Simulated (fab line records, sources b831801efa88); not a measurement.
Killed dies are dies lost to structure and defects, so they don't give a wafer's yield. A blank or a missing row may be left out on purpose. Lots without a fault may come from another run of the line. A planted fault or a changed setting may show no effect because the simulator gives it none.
One fault seen from 2 desks | flow sky130 | each desk has only its own numbers; what lay behind them comes last

THE METROLOGY DESK
What the gauges read, lot by lot, whatever tool the lot ran on: means of the sampled wafers that have a number. A lot is out of limits, marked OUT, if its mean lies more than 4 standard deviations from the usual mean; the brackets give that distance.
Columns: A = POLY_GATE_TW at SKY_RES_PROTECT_TW_MEAS_08, usual 4048; B = LDD_N_OVL at SKY_LDD_N_OVL_MEAS_07, usual 0.6 nm; C = LDD_HVP_TW at SKY_LDD_HVP_TW_MEAS_10, usual 457
lot  | first seen here | A    | B    | C
L409 | day 16 07:43    | 4031 | 1.1  | 449
L410 | day 16 20:28    | 3962 | 2.6  | 450
L413 | day 17 20:52    | 4057 | -1.1 | 458
L414 | day 18 03:02    | 4165 | 1.4  | 364 (-10) OUT
L415 | day 18 03:11    | 3968 | 2.0  | 459
L416 | day 18 17:47    | 4035 | 1.3  | 364 (-10) OUT
L424 | day 22 02:44    | 4160 | -0.1 | 468
L425 | day 22 05:21    | 4050 | -1.5 | 448
L426 | day 22 13:32    | 4138 | 1.2  | 468
L427 | day 22 20:43    | 4117 | -0.3 | 472
L428 | day 23 00:08    | 4103 | 1.2  | 453
L429 | day 23 05:26    | 3986 | 0.2  | 456
This desk's finding: out of limits on L414, L416; first on L414, day 24 15:15 (LDD_HVP_TW at SKY_LDD_HVP_TW_MEAS_10). In limits: L409, L410, L413, L415, L424, L425, L426, L427, L428, L429.

THE TOOL OWNER'S DESK: implanter-01
The tool's own readings at SKY_LDD_HVP_IMPLANT_08: means of the sampled wafers that have a number, for each lot that ran on this tool. A lot is out of limits, marked OUT, if its mean lies more than 4 standard deviations from the usual mean; the brackets give that distance.
Columns: A = dose_ions_cm2 at SKY_LDD_HVP_IMPLANT_08, usual 1.7001e+13; B = faraday_current_uA at SKY_LDD_HVP_IMPLANT_08, usual 96.3
lot  | first seen here | A                            | B
L410 | day 23 19:39    | 1.6983e+13                   | 96.3
L413 | day 24 13:19    | 1.7024e+13                   | 95.6
L414 | day 24 15:00    | 8.6077e+12 (-99 or more) OUT | 48.7 (-28) OUT
L416 | day 25 07:00    | 8.6163e+12 (-99 or more) OUT | 49.1 (-28) OUT
L424 | day 28 11:43    | 1.6999e+13                   | 97.5
L426 | day 28 20:16    | 1.6989e+13                   | 95.8
L428 | day 29 06:51    | 1.7025e+13                   | 95.9
L429 | day 29 11:57    | 1.7021e+13                   | 96.0
This desk's finding: out of limits on L414, L416; first on L414, day 24 15:00 (dose_ions_cm2 at SKY_LDD_HVP_IMPLANT_08). In limits: L410, L413, L424, L426, L428, L429.

PUT TOGETHER
The tool owner's desk could have raised an alarm at day 24 15:00, on L414, L416.
The metrology desk could have raised an alarm at day 24 15:15, on L414, L416.
Of the lots named, all ran SKY_LDD_HVP_IMPLANT_08 on implanter-01.

WHAT THE SIMULATOR HAD PUT IN
Process parameter drift: implanter-01, from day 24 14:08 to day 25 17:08, at SKY_LDD_HVP_IMPLANT_08. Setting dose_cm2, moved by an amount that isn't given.
Lots struck among those shown: L414, L416.
Hours from the fault's start to each desk's first reading out of limits: the tool owner's desk, 1; the metrology desk, 1.
